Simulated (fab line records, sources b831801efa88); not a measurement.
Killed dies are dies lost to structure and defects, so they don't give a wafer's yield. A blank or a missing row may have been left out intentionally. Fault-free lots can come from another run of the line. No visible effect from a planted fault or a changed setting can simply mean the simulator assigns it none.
What tool caused it? | flow gf180mcu | 12 lots with 36 wafers sampled at 5 steps, on a route of 602 steps

== WHAT EACH GAUGE READ, for each wafer ==
GF_TOP_METAL_CD_MEAS_14: the cd target is 440 nm. Usual: cdNm 439.5 nm, standard deviation 1.9.
lot  | measured     | on       | cdNm (nm)         | flag
L764 | day 28 02:58 | cdSem-02 | 440.3 440.3 439.2 | 
L765 | day 28 08:31 | cdSem-02 | 442.1 442.7 441.5 | 
L768 | day 29 08:50 | cdSem-02 | 441.2 441.4 442.7 | 
L777 | day 31 18:05 | cdSem-01 | 441.8 439.7 441.4 | 
L778 | day 32 05:56 | cdSem-01 | 438.5 437.0 437.5 | 
L779 | day 32 07:43 | cdSem-01 | 440.1 441.2 441.2 | 
L780 | day 32 09:52 | cdSem-02 | 435.8 436.0 437.0 | 
L783 | day 33 07:45 | cdSem-01 | 439.1 437.3 438.9 | 
L784 | day 33 17:53 | cdSem-02 | 440.8 439.8 437.6 | 
L785 | day 33 21:02 | cdSem-01 | 440.5 438.0 437.8 | 
L786 | day 34 02:52 | cdSem-01 | 440.2 441.3 442.5 | 
L787 | day 34 09:57 | cdSem-01 | 436.2 436.9 436.2 | 

GF_TOP_METAL_OVL_MEAS_15. Usual: TOP_METAL_OVL -0.8 nm, standard deviation 1.4.
lot  | measured     | on         | TOP_METAL_OVL (nm) | flag
L764 | day 28 03:04 | overlay-01 | -1.5 -1.2 -1.1     | 
L765 | day 28 08:37 | overlay-01 | -2.0 -0.3 -0.6     | 
L768 | day 29 08:58 | overlay-02 | -0.6 -4.4 -0.5     | 
L777 | day 31 18:11 | overlay-01 | -1.3 0.1 1.1       | 
L778 | day 32 06:03 | overlay-02 | -1.0 -1.0 0.4      | 
L779 | day 32 07:49 | overlay-02 | -2.4 -3.3 -2.4     | 
L780 | day 32 09:59 | overlay-01 | -1.7 -2.2 -1.6     | 
L783 | day 33 07:50 | overlay-02 | -2.1 -0.8 0.2      | 
L784 | day 33 17:59 | overlay-01 | -0.8 0.8 2.8       | 
L785 | day 33 21:07 | overlay-02 | -1.2 0.8 -2.6      | 
L786 | day 34 02:59 | overlay-02 | 0.6 -0.6 0.4       | 
L787 | day 34 10:02 | overlay-02 | -1.8 -2.1 -1.2     | 

== WHICH TOOL RAN EACH LOT (tool, then ch and the chambers of the sampled wafers, then the start) ==
lot  | GF_MIM_SPUTTER_04           | GF_V5_COAT_09                    | GF_V5_STRIP_18
L764 | pvdSputter-01, day 24 11:17 | lithoTrack-02 ch 0, day 26 18:00 | plasmaAsher-02 ch 0,1, day 27 05:35
L765 | pvdSputter-01, day 24 17:56 | lithoTrack-02 ch 0, day 27 00:00 | plasmaAsher-04 ch 0,1, day 27 11:05
L768 | pvdSputter-04, day 25 21:22 | lithoTrack-02 ch 0, day 28 02:00 | plasmaAsher-02 ch 0,1, day 28 12:33
L777 | pvdSputter-04, day 28 13:34 | lithoTrack-01 ch 0, day 30 13:00 | plasmaAsher-02 ch 0,1, day 30 23:05
L778 | pvdSputter-04, day 28 23:50 | lithoTrack-02 ch 0, day 31 01:00 | plasmaAsher-04 ch 0,1, day 31 11:34
L779 | pvdSputter-04, day 29 03:41 | lithoTrack-01 ch 0, day 31 03:00 | plasmaAsher-03 ch 0,1, day 31 13:35
L780 | pvdSputter-01, day 29 07:28 | lithoTrack-01 ch 0, day 31 06:00 | plasmaAsher-02 ch 0,1, day 31 15:46
L783 | pvdSputter-01, day 30 09:52 | lithoTrack-03 ch 0, day 32 06:00 | plasmaAsher-02 ch 0,1, day 32 14:28
L784 | pvdSputter-01, day 30 20:28 | lithoTrack-02 ch 0, day 32 16:00 | plasmaAsher-03 ch 0,1, day 33 01:26
L785 | pvdSputter-04, day 31 00:07 | lithoTrack-03 ch 0, day 32 19:00 | plasmaAsher-02 ch 0,1, day 33 04:22
L786 | pvdSputter-02, day 31 07:11 | lithoTrack-01 ch 0, day 33 02:00 | plasmaAsher-04 ch 1, day 33 10:15
L787 | pvdSputter-04, day 31 15:51 | lithoTrack-02 ch 0, day 33 09:00 | plasmaAsher-04 ch 0,1, day 33 18:23
- GF_MIM_SPUTTER_04: material TiN, target thk 50 nm, time 41.7 s.
- GF_V5_COAT_09: resist thk 1000 nm.
- GF_V5_STRIP_18: strips in O2/N2.

== WHAT THE TOOLS THEMSELVES READ (means of the sampled wafers that have a number; where no wafer has one, the mark that the record gives instead) ==
GF_MIM_SPUTTER_04. Usual: throttleValvePct 30.0 %, standard deviation 0.91.
lot  | tool          | throttleValvePct (%) | flag
L764 | pvdSputter-01 | 31.4                 | 
L765 | pvdSputter-01 | 30.1                 | 
L768 | pvdSputter-04 | 30.1                 | 
L777 | pvdSputter-04 | 29.9                 | 
L778 | pvdSputter-04 | 30.2                 | 
L779 | pvdSputter-04 | 29.7                 | 
L780 | pvdSputter-01 | 30.5                 | 
L783 | pvdSputter-01 | 31.3                 | 
L784 | pvdSputter-01 | 30.5                 | 
L785 | pvdSputter-04 | 30.5                 | 
L786 | pvdSputter-02 | 29.4                 | 
L787 | pvdSputter-04 | 29.8                 | 

GF_V5_STRIP_18. Usual: drypumpMotorCurrentA 6.1 A, standard deviation 0.49; heaterPowerW 341 W, standard deviation 17; oesProductAu 0.568 a.u., standard deviation 0.0047.
lot  | tool           | drypumpMotorCurrentA (A) | heaterPowerW (W) | oesProductAu (a.u.) | flag
L764 | plasmaAsher-02 | 6.6                      | 330              | 0.569               | 
L765 | plasmaAsher-04 | 5.8                      | 343              | 0.575               | 
L768 | plasmaAsher-02 | 6.6                      | 334              | 0.578               | 
L777 | plasmaAsher-02 | 6.4                      | 342              | 0.567               | 
L778 | plasmaAsher-04 | 6.0                      | 354              | 0.569               | 
L779 | plasmaAsher-03 | 6.1                      | 337              | 0.568               | 
L780 | plasmaAsher-02 | 6.6                      | 335              | 0.571               | 
L783 | plasmaAsher-02 | 6.4                      | 339              | 0.568               | 
L784 | plasmaAsher-03 | 6.1                      | 333              | 0.564               | 
L785 | plasmaAsher-02 | 6.6                      | 328              | 0.568               | 
L786 | plasmaAsher-04 | 6.2                      | 358              | 0.569               | 
L787 | plasmaAsher-04 | 6.0                      | 356              | 0.567               | 

== THE ANSWER, worked out from the rows above alone ==
Rule: a lot is off if the mean of its wafers that have a number lies more than 3 standard deviations from the usual mean. Also off: a lot with no number at a reading for which 4 or more lots have one. Any other lot the step has rows for is counted as sound. The gauges are gone through in route order, then the tools' own readings, and for those a lot's mean is taken as printed above. At the first step where some lot is off, the reading lying furthest off is the one used; lots without a number count as furthest.
None of the lots is off at any reading shown; this tells nothing.

== WHAT THE SIMULATOR HAD INSERTED ==
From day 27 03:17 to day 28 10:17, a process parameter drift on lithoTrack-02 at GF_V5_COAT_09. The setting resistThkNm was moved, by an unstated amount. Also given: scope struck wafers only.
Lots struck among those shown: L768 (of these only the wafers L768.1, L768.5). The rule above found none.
